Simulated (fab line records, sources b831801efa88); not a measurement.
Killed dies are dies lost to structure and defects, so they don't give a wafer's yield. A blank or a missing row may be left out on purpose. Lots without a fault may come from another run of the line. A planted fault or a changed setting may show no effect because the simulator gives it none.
A struck lot beside a sound one | flow gf180mcu | 21 steps out of a route of 602
Sound: wafers L475.1, L475.3, L475.4. Struck: wafers L485.1, L485.4, L485.6. The cause comes at the end.
At each step with rows: each side's tool, then ch and its chambers, then its first start. Under that, the readings that differ: sound wafers | struck wafers | difference of the means | sigmas: that difference in standard deviations of wafers without a fault.
alike: readings whose means differ by less than 2 such deviations, and words and numbers that are the same on both sides. not compared: withheld readings, readings that some wafer has no value for, bounds like >300 that may hide the same value, and numbers for which the record gives no deviation and whose values overlap.
The two part at a step that has a row with sigmas, a row that says differs or no value, or rows on one side only. Numbers that don't overlap but have no deviation are shown without sigmas and don't part them. A reading that every wafer of one side lacks parts them only if that side has two wafers or more.

first, 2 steps without rows for these wafers: GF_M5_CLEAN_13 (cleans in DIW); GF_V5_CVD_00 (deposits SiO2, target thk 300 nm, time 50 s).
GF_V5_THK_MEAS_01:
  sound on film_metro-04, day 28 05:59; struck on film_metro-04, day 31 23:00
  alike: V5_CVD_00_THK
GF_V5_CVD_02: deposits SiO2 from TEOS, target thk 1450 nm, time 163.28 s.
  sound on pecvd-01 ch 1,2, day 28 06:02; struck on pecvd-04 ch 0,1,2, day 31 23:04
  alike: heater_power_outer_w, heater_power_w
GF_V5_THK_MEAS_03:
  sound on film_metro-03, day 28 06:08; struck on film_metro-03, day 31 23:10
  reading            | sound          | struck         | difference | sigmas
  V5_CVD_02_THK (nm) | 1420 1426 1438 | 1464 1481 1499 | +53        | +3
GF_V5_CMP_04: polishes SiO2.
  sound on cmp-01 ch 0,1,2, day 28 06:12; struck on cmp-02 ch 1,2, day 31 23:14
  alike: motor_current_A
GF_V5_BOW_MEAS_05:
  sound on film_metro-02, day 28 06:30; struck on film_metro-03, day 31 23:32
  alike: V5_BOW
then, 5 steps without rows for these wafers: GF_V5_DEHYDRATE_06 (time 60 s); GF_V5_HMDS_07 (prime time 60 s); GF_V5_COAT_08; GF_V5_COAT_09 (resist thk 1000 nm); GF_V5_SOFTBAKE_10 (time 60 s).
GF_V5_EXPOSE_11: exposes mask Via5, target cd 260 nm.
  sound on krf_scanner-01 ch 0, day 28 16:38; struck on krf_scanner-02 ch 0, day 32 08:19
  reading              | sound             | struck            | difference | sigmas
  exposure_dose_mJ_cm2 | 38.01 37.99 37.99 | 38.84 38.91 38.84 | +0.87      | +23
  alike: mask
then, 2 steps without rows for these wafers: GF_V5_PEB_12 (peb time 90 s); GF_V5_DEVELOP_13 (develop time 60 s).
GF_V5_CD_MEAS_14: target cd 260 nm.
  sound on cd_sem-02, day 29 02:02; struck on cd_sem-01, day 32 16:31
  reading    | sound             | struck            | difference | sigmas
  cd_nm (nm) | 260.1 259.6 258.8 | 264.2 262.9 263.8 | +4.1       | +4
GF_V5_OVL_MEAS_15:
  sound on overlay-02, day 29 02:09; struck on overlay-01, day 32 16:38
  alike: V5_OVL
GF_V5_ETCH_16: etches BARC in N2/H2.
  sound on rie_diel-02 ch 1,2,3, day 29 02:11; struck on rie_diel-02 ch 0,3, day 32 16:40
  reading             | sound             | struck          | difference | sigmas
  model.V5.cd_nm (nm) | 260.5 259.4 258.8 | 263.9 262 262.6 | +3.3       |
  alike: bias_w, drypump_motor_current_A, oes_product_au, throttle_valve_pct
GF_V5_ETCH_17: etches SiO2 in C4F8/O2/Ar, stops on TiN, target depth 855 nm.
  sound on rie_diel-02 ch 1,2,3; struck on rie_diel-02 ch 0,3
  reading             | sound           | struck            | difference | sigmas
  model.V5.cd_nm (nm) | 260 258.9 258.4 | 263.9 262.8 262.9 | +4.1       |
  alike: bias_w, oes_product_au
GF_V5_STRIP_18: strips in O2/N2.
  sound on plasma_asher-04 ch 0,1, day 29 02:20; struck on plasma_asher-04 ch 0,1, day 32 16:49
  alike: drypump_motor_current_A, heater_power_w, oes_product_au
  not compared: rf_hours_counter_h
then, 1 step without rows for these wafers: GF_PASSIVATION_PROBE_99.

WHERE THEY PART
First at GF_V5_THK_MEAS_03; last, within this record, at GF_V5_CD_MEAS_14. Later steps at which nothing parts them and some readings are alike: GF_V5_OVL_MEAS_15, GF_V5_ETCH_16, GF_V5_ETCH_17, GF_V5_STRIP_18.

WHY: what the simulator had put in
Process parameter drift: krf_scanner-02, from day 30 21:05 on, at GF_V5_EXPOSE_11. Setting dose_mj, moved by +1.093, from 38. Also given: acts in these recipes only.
